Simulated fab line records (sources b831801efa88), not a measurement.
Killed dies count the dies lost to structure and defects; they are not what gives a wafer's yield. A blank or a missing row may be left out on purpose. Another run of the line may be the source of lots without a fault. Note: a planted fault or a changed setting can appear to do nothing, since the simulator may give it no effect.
A lot that was struck, set against a sound lot ; flow gf180mcu ; 16 steps out of a route of 602
Sound: the wafers L512.3, L512.5, L512.6. Wafers struck: L510.2, L510.5, L510.6. The cause is named last.
For every step that has rows: the tool of each side, followed by ch and its chambers, followed by its first start. Under that, the readings that differ: sound wafers ; struck wafers ; difference of the means ; sigmas: that difference in standard deviations of wafers without a fault.
alike: readings with means less than 2 such deviations apart, plus words and numbers identical on both sides. not compared: withheld readings, readings lacking a value on some wafer, bounds such as >300 that could conceal the same value, and numbers that have no deviation in the record and whose values overlap.
A row with sigmas, a row that says differs or no value, or rows on one side alone: a step with any of these is where the two part. When numbers do not overlap yet have no deviation, they are printed without sigmas and do not part them. A reading missing from all wafers of one side parts the sides only when that side holds two or more wafers.

GF_V5_CMP_04: polishes SiO2.
  sound on cmp-01 ch 0,1,3, day 32 02:50; struck on cmp-02 ch 0,2,3, day 31 15:35
  alike: motor-current-A
GF_V5_BOW_MEAS_05:
  sound on film-metro-02, day 32 03:04; struck on film-metro-01, day 31 15:46
  alike: V5_BOW
then, 8 steps without rows for these wafers: GF_V5_DEHYDRATE_06 (time 60 s); GF_V5_HMDS_07 (prime time 60 s); GF_V5_COAT_08; GF_V5_COAT_09 (resist thk 1000 nm); GF_V5_SOFTBAKE_10 (time 60 s); GF_V5_EXPOSE_11 (exposes mask Via5, target cd 260 nm); GF_V5_PEB_12 (peb time 90 s); GF_V5_DEVELOP_13 (develop time 60 s).
GF_V5_CD_MEAS_14 targets a cd of 260 nm.
  sound on cd-sem-01, day 32 19:07; struck on cd-sem-02, day 32 09:04
  alike: cd-nm
GF_V5_OVL_MEAS_15:
  sound on overlay-01, day 32 19:12; struck on overlay-02, day 32 09:10
  alike: V5_OVL
GF_V5_ETCH_16: etches BARC in N2/H2.
  sound on rie-diel-02 ch 0,1,3, day 32 19:13; struck on rie-diel-02 ch 0,1,2, day 32 09:12
  no value came back on the struck wafers for any of 5 readings (bias-w (W), chamber-pressure-mTorr (mTorr) and others); on the sound wafers bias-w (W) reads 99.69 100.03 99.83
GF_V5_ETCH_17: etches SiO2 in C4F8/O2/Ar, stops on TiN, target depth 855 nm.
  sound on rie-diel-02 ch 0,1,3; struck on rie-diel-02 ch 0,1,2
reading;sound;struck;difference;sigmas
oes-product-au (a.u.);0.858 0.858 0.862;0.374 0.376 0.376;-0.484;-99 or more
  alike: bias-w, chamber-pressure-mTorr
GF_V5_STRIP_18: strips in O2/N2.
  sound on plasma-asher-03 ch 0,1, day 32 19:25; struck on plasma-asher-04 ch 0,1, day 32 09:21
reading;sound;struck;difference;sigmas
oes-product-au (a.u.);0.566 0.573 0.562;0.585 0.590 0.584;+0.019;+4
  alike: drypump-motor-current-A, heater-power-w, platen-temp-c
  not compared: rf-hours-counter-h
then, 1 step without rows for these wafers: GF_V5_STRIP_19 (strips in post etch residue remover, time 1200 s).

== WHERE THEY PART ==
Earliest at GF_V5_ETCH_16; latest, in this record, at GF_V5_STRIP_18.

WHY: the cause the simulator had injected
At GF_V5_ETCH_16, the step was skipped entirely on rie-diel-02 from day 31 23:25 on. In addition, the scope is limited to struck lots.
